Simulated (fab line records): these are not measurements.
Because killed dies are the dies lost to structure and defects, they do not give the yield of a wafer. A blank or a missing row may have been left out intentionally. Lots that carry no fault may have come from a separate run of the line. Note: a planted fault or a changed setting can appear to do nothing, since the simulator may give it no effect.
A struck lot beside a sound one + flow sky130 + 18 out of 708 route steps
Sound: the wafers L325.2, L325.3, L325.5. Wafers struck: L343.1, L343.2, L343.5. The cause comes at the end.
Each step with rows lists, per side, the tool, then ch with its chambers, then its first start. Under that, the readings that differ: sound wafers + struck wafers + difference of the means + sigmas: that difference in standard deviations of wafers without a fault.
alike: words and numbers the same on both sides, and readings whose means are apart by under 2 such deviations; not compared: readings that were withheld, readings missing a value for some wafer, numbers with overlapping values and no deviation given by the record, and bounds like >300 which may hide the same value.
Wherever a step has rows on one side only, a row that says differs or no value, or a row with sigmas, the two part there. When numbers do not overlap yet have no deviation, they are printed without sigmas and do not part them. Lack of a reading on every wafer of one side parts them only where that side has two or more wafers.

first, 2 steps without rows for these wafers: SKY_METAL2_CLEAN_23 (cleans in O3/DIW); SKY_VIA2_HDPCVD_00 (deposits SiO2, target thk 1180 nm, time 196.7 s).
SKY_VIA2_THK_MEAS_01:
  sound on film-metro-01 at day 35 15:46; struck on film-metro-02 at day 41 04:42
  alike: VIA2_HDPCVD_THK
SKY_VIA2_CMP_02: polishes SiO2.
  sound on cmp-01 ch 0,2,3, day 35 15:49; struck on cmp-02 ch 1,2,3, day 41 04:49
  alike: edge-zone-pressure-frac, motor-current-A
SKY_VIA2_BOW_MEAS_03:
  sound on film-metro-02 at day 35 16:08; struck on film-metro-04 at day 41 05:04
  alike: VIA2_BOW
then, 7 steps without rows for these wafers: SKY_VIA2_DEHYDRATE_04 (time 60 s); SKY_VIA2_HMDS_05 (prime time 60 s); SKY_VIA2_COAT_06 (resist thk 60 nm); SKY_VIA2_COAT_07 (resist thk 450 nm); SKY_VIA2_SOFTBAKE_08 (time 90 s); SKY_VIA2_EXPOSE_09 (exposes mask VIM2, target cd 200 nm); SKY_VIA2_PEB_10.
SKY_VIA2_DEVELOP_11: develop time 60 s.
  sound on litho-track-01 ch 0, day 36 17:00; struck on litho-track-04 ch 0, day 42 04:00
  alike: chill-plate-temp-C
SKY_VIA2_CD_MEAS_12 targets a cd of 200 nm.
  sound on cd-sem-01 at day 36 17:52; struck on cd-sem-02 at day 42 05:05
  alike: cd-nm
SKY_VIA2_OVL_MEAS_13:
  sound on overlay-02 at day 36 17:59; struck on overlay-02 at day 42 05:13
  alike: VIA2_OVL
SKY_VIA2_ETCH_14: etches BARC in N2/H2, stops on SiO2, time 45.9 s, target depth 60 nm.
  sound on rie-diel-04 ch 0,1,2, day 36 18:01; struck on rie-diel-03 ch 2,3, day 42 05:15
  alike: drypump-motor-current-A, oes-product-au, throttle-valve-pct
  not compared: rf-hours-counter-h, model.VIA2.cd-nm
SKY_VIA2_ETCH_15: etches SiO2 in C4F8/O2/Ar, stops on TiN, target depth 546 nm, time 84 s.
  sound on rie-diel-04 ch 0,1,2, day 36 18:03; struck on rie-diel-03 ch 2,3, day 42 05:17
  alike: oes-product-au
  not compared: rf-hours-counter-h
-- the record jumps here: 8 days lie between the struck wafers' starts before and after (it left off in module VIA2 and takes up again in module PAD_OPEN, whose first step shown is number 708 of the route) --
SKY_PAD_OPEN_PROBE_99:
  sound on prober-01 at day 46 02:57; struck on prober-02 at day 50 09:14
  alike: defect-limited-yield, killed_at_M0_to_M3, killed_at_M4_up, killed-at-contacts, killed-at-front-end, killed-at-other, killed-dies, killed-open, killed-short, sort_bin_3_pad_short, sort_bin_5_function, sort_bin_6_memory, sort-n-pass, sort-yield-pct

WHERE THEY PART
Nowhere in this record.

WHY: what had been put in by the simulator
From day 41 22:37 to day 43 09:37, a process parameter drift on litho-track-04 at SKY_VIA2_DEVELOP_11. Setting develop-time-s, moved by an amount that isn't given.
